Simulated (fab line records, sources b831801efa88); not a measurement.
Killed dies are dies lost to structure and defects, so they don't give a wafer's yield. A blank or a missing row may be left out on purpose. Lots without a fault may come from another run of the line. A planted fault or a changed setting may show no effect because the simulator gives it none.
Which tool did it? | flow sky130 | 11 lots, 33 wafers sampled, at 4 steps of a route of 708

WHAT THE GAUGES READ, wafer by wafer
SKY_LDD_LDN_OVL_MEAS_07.
lot  | measured     | on         | LDD_LDN_OVL (nm)
L288 | day 25 16:09 | overlay-02 | - - -
L294 | day 27 10:31 | overlay-02 | -1.8 0.1 -1.9
L295 | day 28 01:58 | overlay-01 | -0.2 -1.4 -0.5
L296 | day 28 10:41 | overlay-02 | 0.2 -0.4 0.9
L299 | day 29 00:29 | overlay-01 | -1.6 -1.4 -1.3
L300 | day 29 04:25 | overlay-02 | 1.7 1.8 3.0
L301 | day 29 16:28 | overlay-02 | 0.6 -1.7 -0.4
L302 | day 30 00:54 | overlay-01 | 2.1 0.6 -0.6
L303 | day 30 01:07 | overlay-01 | -1.5 -1.4 -1.3
L304 | day 30 06:34 | overlay-02 | 2.4 1.8 1.9
L305 | day 30 19:43 | overlay-02 | -1.0 -1.7 -2.9

WHICH TOOL RAN EACH LOT (tool, then ch and the chambers of the sampled wafers, then the start)
lot  | SKY_GATE_OXIDE_STRIP_13              | SKY_RES_PROTECT_STRIP_07             | SKY_LDD_LDN_EXPOSE_04
L288 | plasma_asher-04 ch 0,1, day 16 06:25 | plasma_asher-01 ch 0,1, day 17 14:48 | iline_stepper-01 ch 0, day 25 01:02
L294 | plasma_asher-01 ch 0,1, day 18 03:44 | plasma_asher-04 ch 0,1, day 19 18:07 | iline_stepper-02 ch 0, day 26 19:58
L295 | plasma_asher-04 ch 0,1, day 18 17:29 | plasma_asher-01 ch 0,1, day 20 10:29 | iline_stepper-02 ch 0, day 27 12:08
L296 | plasma_asher-01 ch 0,1, day 19 11:11 | plasma_asher-04 ch 0,1, day 20 20:29 | iline_stepper-01 ch 0, day 27 20:53
L299 | plasma_asher-04 ch 0,1, day 20 02:07 | plasma_asher-04 ch 0,1, day 21 12:04 | iline_stepper-02 ch 0, day 28 11:34
L300 | plasma_asher-03 ch 0,1, day 20 02:16 | plasma_asher-01 ch 0,1, day 21 12:44 | iline_stepper-01 ch 0, day 28 15:42
L301 | plasma_asher-03 ch 0,1, day 20 20:58 | plasma_asher-02 ch 0,1, day 22 06:41 | iline_stepper-01 ch 0, day 29 03:21
L302 | plasma_asher-01 ch 0,1, day 21 05:29 | plasma_asher-04 ch 0,1, day 22 15:29 | iline_stepper-01 ch 0, day 29 12:23
L303 | plasma_asher-03 ch 0,1, day 21 05:41 | plasma_asher-01 ch 0,1, day 22 16:23 | iline_stepper-01 ch 0, day 29 12:40
L304 | plasma_asher-03 ch 0,1, day 21 13:41 | plasma_asher-04 ch 0,1, day 22 23:32 | iline_stepper-01 ch 0, day 29 18:18
L305 | plasma_asher-04 ch 0,1, day 22 04:13 | plasma_asher-01 ch 0,1, day 23 13:10 | iline_stepper-02 ch 0, day 30 07:17
- SKY_GATE_OXIDE_STRIP_13: strips in O2/N2.
- SKY_RES_PROTECT_STRIP_07: strips in O2/N2.
- SKY_LDD_LDN_EXPOSE_04: exposes mask LDNTM, target cd 700 nm.

THE ANSWER, worked out from the rows above alone
Rule: what is usual is taken from the lots themselves. Put in order of their means at a reading, lots are off if they are a third of the lots or fewer, leave a main group of 4 or more, and stand apart from it by a gap of 3 or more times the standard deviation of the main group's means; of several such gaps the widest counts. A main group whose means are all the same, to the digits that the tables above print for the reading, isn't used. A lot without any number at a reading at which 4 lots or more have one is off too. The other lots that the step has rows for count as sound.
Off: L288, at SKY_LDD_LDN_OVL_MEAS_07 (LDD_LDN_OVL). Without a number there: L288. The main group: mean -0.2 nm, standard deviation 1.4.
A tool fits if, at a process step before that reading, it ran every lot that is off, and no sound lot after the first of them. The gauges at SKY_LDD_LDN_OVL_MEAS_07 are tried like those tools. None of those tried fits.

WHAT THE SIMULATOR HAD PUT IN
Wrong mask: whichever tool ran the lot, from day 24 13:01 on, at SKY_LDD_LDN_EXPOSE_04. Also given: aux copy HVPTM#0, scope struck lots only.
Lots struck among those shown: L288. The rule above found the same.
